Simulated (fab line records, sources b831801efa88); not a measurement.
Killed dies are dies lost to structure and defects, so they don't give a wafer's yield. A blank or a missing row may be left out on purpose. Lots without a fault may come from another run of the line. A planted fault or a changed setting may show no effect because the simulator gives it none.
Which tool did it? | flow sky130 | 13 lots, 39 wafers sampled, at 5 steps of a route of 708

WHAT THE GAUGES READ, wafer by wafer
SKY_GATE_OXIDE_TW_MEAS_14.
lot  | measured     | on            | GATE_OXIDE_TW
L871 | day 13 12:47 | film_metro-01 | 223.4 224.8 224.9
L872 | day 14 06:14 | film_metro-04 | 221.5 220.9 222.7
L873 | day 14 08:22 | film_metro-01 | 223.2 223.3 222.3
L875 | day 14 23:50 | film_metro-01 | 222.9 224.0 223.3
L876 | day 16 00:00 | film_metro-04 | 221.1 221.8 221.9
L878 | day 16 11:00 | film_metro-03 | 226.5 225.2 225.9
L880 | day 17 02:47 | film_metro-03 | 225.1 223.9 223.9
L881 | day 17 09:22 | film_metro-01 | 224.3 223.9 224.4
L883 | day 18 03:57 | film_metro-01 | 225.1 225.5 225.1
L888 | day 19 19:04 | film_metro-03 | 223.5 223.1 223.4
L890 | day 20 18:16 | film_metro-03 | 225.9 224.3 224.8
L893 | day 21 14:16 | film_metro-03 | 225.4 225.1 224.1
L894 | day 21 20:50 | film_metro-03 | 224.6 225.3 224.2

SKY_LDD_P_CD_MEAS_07: target cd 380 nm.
lot  | measured     | on        | cd_nm (nm)
L871 | day 18 17:30 | cd_sem-02 | 373.7 372.3 372.6
L872 | day 19 11:07 | cd_sem-02 | 380.3 379.9 380.7
L873 | day 19 15:17 | cd_sem-02 | 381.5 381.7 382.2
L875 | day 20 09:29 | cd_sem-02 | 380.1 382.8 377.8
L876 | day 21 12:08 | cd_sem-01 | 377.1 379.0 380.5
L878 | day 21 20:44 | cd_sem-01 | 377.8 375.4 377.6
L880 | day 22 15:09 | cd_sem-02 | 382.5 381.5 382.0
L881 | day 22 23:47 | cd_sem-02 | 382.9 379.3 380.3
L883 | day 23 15:57 | cd_sem-01 | 377.0 378.2 376.8
L888 | day 25 09:41 | cd_sem-01 | 379.1 376.2 381.6
L890 | day 26 00:01 | cd_sem-02 | 379.5 379.3 379.5
L893 | day 26 20:43 | cd_sem-02 | 376.0 376.9 376.8
L894 | day 27 03:02 | cd_sem-02 | 383.2 383.6 381.4

SKY_LDD_HVN_OVL_MEAS_07.
lot  | measured     | on         | LDD_HVN_OVL (nm)
L871 | day 20 01:13 | overlay-02 | -0.8 2.5 -0.1
L872 | day 20 18:15 | overlay-01 | 1.7 -0.5 1.5
L873 | day 20 22:16 | overlay-02 | 1.1 1.4 2.3
L875 | day 21 16:55 | overlay-02 | -1.0 -0.8 -2.2
L876 | day 22 19:04 | overlay-02 | -2.9 -2.2 -0.7
L878 | day 23 03:19 | overlay-02 | -0.1 -0.9 -1.9
L880 | day 23 22:01 | overlay-01 | -0.1 -0.7 -0.3
L881 | day 24 06:16 | overlay-02 | 3.7 1.3 2.8
L883 | day 24 21:59 | overlay-01 | - - -
L888 | day 26 14:52 | overlay-01 | 0.0 1.5 1.4
L890 | day 27 05:32 | overlay-02 | 0.9 0.1 0.0
L893 | day 28 02:08 | overlay-02 | -0.9 -0.2 0.3
L894 | day 28 09:01 | overlay-01 | 0.8 3.4 -0.1

SKY_LDD_HVN_TW_MEAS_10.
lot  | measured     | on            | LDD_HVN_TW
L871 | day 20 01:31 | film_metro-02 | 1457 1450 1451
L872 | day 20 18:32 | film_metro-02 | 1448 1451 1456
L873 | day 20 22:34 | film_metro-01 | 1427 1429 1439
L875 | day 21 17:13 | film_metro-04 | 1431 1424 1426
L876 | day 22 19:21 | film_metro-04 | 1422 1417 1415
L878 | day 23 03:45 | film_metro-01 | 1446 1446 1443
L880 | day 23 22:19 | film_metro-04 | 1440 1447 1440
L881 | day 24 06:38 | film_metro-04 | 1429 1428 1433
L883 | day 24 22:17 | film_metro-02 | 30 30 30
L888 | day 26 15:10 | film_metro-04 | 1424 1429 1435
L890 | day 27 05:50 | film_metro-01 | 1444 1442 1442
L893 | day 28 02:25 | film_metro-02 | 1446 1449 1448
L894 | day 28 09:19 | film_metro-01 | 1435 1434 1431

WHICH TOOL RAN EACH LOT (tool, then ch and the chambers of the sampled wafers, then the start)
lot  | SKY_LDD_HVN_EXPOSE_04
L871 | iline_stepper-02 ch 0, day 19 09:53
L872 | iline_stepper-01 ch 0, day 20 03:00
L873 | iline_stepper-02 ch 0, day 20 07:13
L875 | iline_stepper-02 ch 0, day 21 01:49
L876 | iline_stepper-01 ch 0, day 22 03:43
L878 | iline_stepper-02 ch 0, day 22 13:05
L880 | iline_stepper-02 ch 0, day 23 06:33
L881 | iline_stepper-01 ch 0, day 23 15:45
L883 | iline_stepper-02 ch 0, day 24 07:30
L888 | iline_stepper-01 ch 0, day 26 00:11
L890 | iline_stepper-02 ch 0, day 26 15:37
L893 | iline_stepper-02 ch 0, day 27 11:50
L894 | iline_stepper-02 ch 0, day 27 19:08
- SKY_LDD_HVN_EXPOSE_04: exposes mask HVNTM, target cd 700 nm.

WHAT THE TOOLS THEMSELVES READ (means of the sampled wafers that have a number; where no wafer has one, the mark that the record gives instead)
SKY_LDD_HVN_EXPOSE_04.
lot  | tool             | reticle_temp_C (C)
L871 | iline_stepper-02 | 23.00
L872 | iline_stepper-01 | 22.94
L873 | iline_stepper-02 | 23.00
L875 | iline_stepper-02 | 23.00
L876 | iline_stepper-01 | 23.16
L878 | iline_stepper-02 | 22.81
L880 | iline_stepper-02 | 22.99
L881 | iline_stepper-01 | 22.97
L883 | iline_stepper-02 | 23.00
L888 | iline_stepper-01 | 23.02
L890 | iline_stepper-02 | 22.97
L893 | iline_stepper-02 | 23.08
L894 | iline_stepper-02 | 22.99

THE ANSWER, worked out from the rows above alone
Rule: what is usual is taken from the lots themselves. Put in order of their means at a reading, lots are off if they are a third of the lots or fewer, leave a main group of 4 or more, and stand apart from it by a gap of 3 or more times the standard deviation of the main group's means; of several such gaps the widest counts. A main group whose means are all the same, to the digits that the tables above print for the reading, isn't used. A lot without any number at a reading at which 4 lots or more have one is off too. The other lots that the step has rows for count as sound. The gauges are gone through in route order, then the tools' own readings, and for those a lot's mean is taken as printed above. The first step at which some lot is off is used, and at that step the reading that is off furthest; a lot without a number counts as furthest.
Off: L883, at SKY_LDD_HVN_OVL_MEAS_07 (LDD_HVN_OVL). Without a number there: L883. The main group: mean 0.3 nm, standard deviation 1.3.
A tool fits if, at a process step before that reading, it ran every lot that is off, and no sound lot after the first of them. The gauges at SKY_LDD_HVN_OVL_MEAS_07 aren't tried: what is off there is off at SKY_LDD_HVN_TW_MEAS_10 too, on other tools, and a gauge's error can't cause that. None of those tried fits.

WHAT THE SIMULATOR HAD PUT IN
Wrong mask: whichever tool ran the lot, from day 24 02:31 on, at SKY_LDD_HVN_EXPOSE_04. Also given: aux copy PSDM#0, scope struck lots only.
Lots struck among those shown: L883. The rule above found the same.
